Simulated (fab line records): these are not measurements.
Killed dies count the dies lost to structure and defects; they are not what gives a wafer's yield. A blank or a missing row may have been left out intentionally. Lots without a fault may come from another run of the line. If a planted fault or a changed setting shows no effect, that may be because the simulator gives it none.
The tool behind it: which one? :: flow sky130 :: at 1 step of a route of 708, 6 lots with 18 wafers sampled

WHAT THE GAUGES READ, wafer by wafer
SKY_SONOS_TUNNEL_OVL_MEAS_08.
lot: L387
measured: day 12 01:37
on: overlay-01
SONOS_TUNNEL_OVL (nm): -0.2 -0.7 2.1

lot: L392
measured: day 13 21:16
on: overlay-02
SONOS_TUNNEL_OVL (nm): 0.8 2.0 -0.6

lot: L395
measured: day 14 18:38
on: overlay-02
SONOS_TUNNEL_OVL (nm): 0.9 2.7 3.3

lot: L397
measured: day 15 12:31
on: overlay-02
SONOS_TUNNEL_OVL (nm): 0.2 0.9 0.1

lot: L404
measured: day 17 17:03
on: overlay-01
SONOS_TUNNEL_OVL (nm): -0.4 -0.7 -0.1

lot: L406
measured: day 18 02:01
on: overlay-01
SONOS_TUNNEL_OVL (nm): 2.8 1.1 1.7

TOOL THAT RAN EACH LOT (tool first, then ch and the chambers of the sampled wafers, then the start)
Before these readings, the record contains no process step.

THE ANSWER, worked out from the rows above alone
Rule: the lots themselves supply what counts as usual. The widest of any qualifying gaps counts: lots, ordered by their means at a reading, are off when they make up no more than a third of the lots, leave a main group of 4 or more, and stand apart from it by 3 or more times the standard deviation of that group's means. If all means in a main group match to the digits the tables above print for the reading, that group is not used. A lot without any number at a reading at which 4 lots or more have one is off too. The other lots that the step has rows for count as sound.
No lot is off on any of the readings shown, so nothing can be concluded from this.

WHAT WAS PUT IN BY THE SIMULATOR
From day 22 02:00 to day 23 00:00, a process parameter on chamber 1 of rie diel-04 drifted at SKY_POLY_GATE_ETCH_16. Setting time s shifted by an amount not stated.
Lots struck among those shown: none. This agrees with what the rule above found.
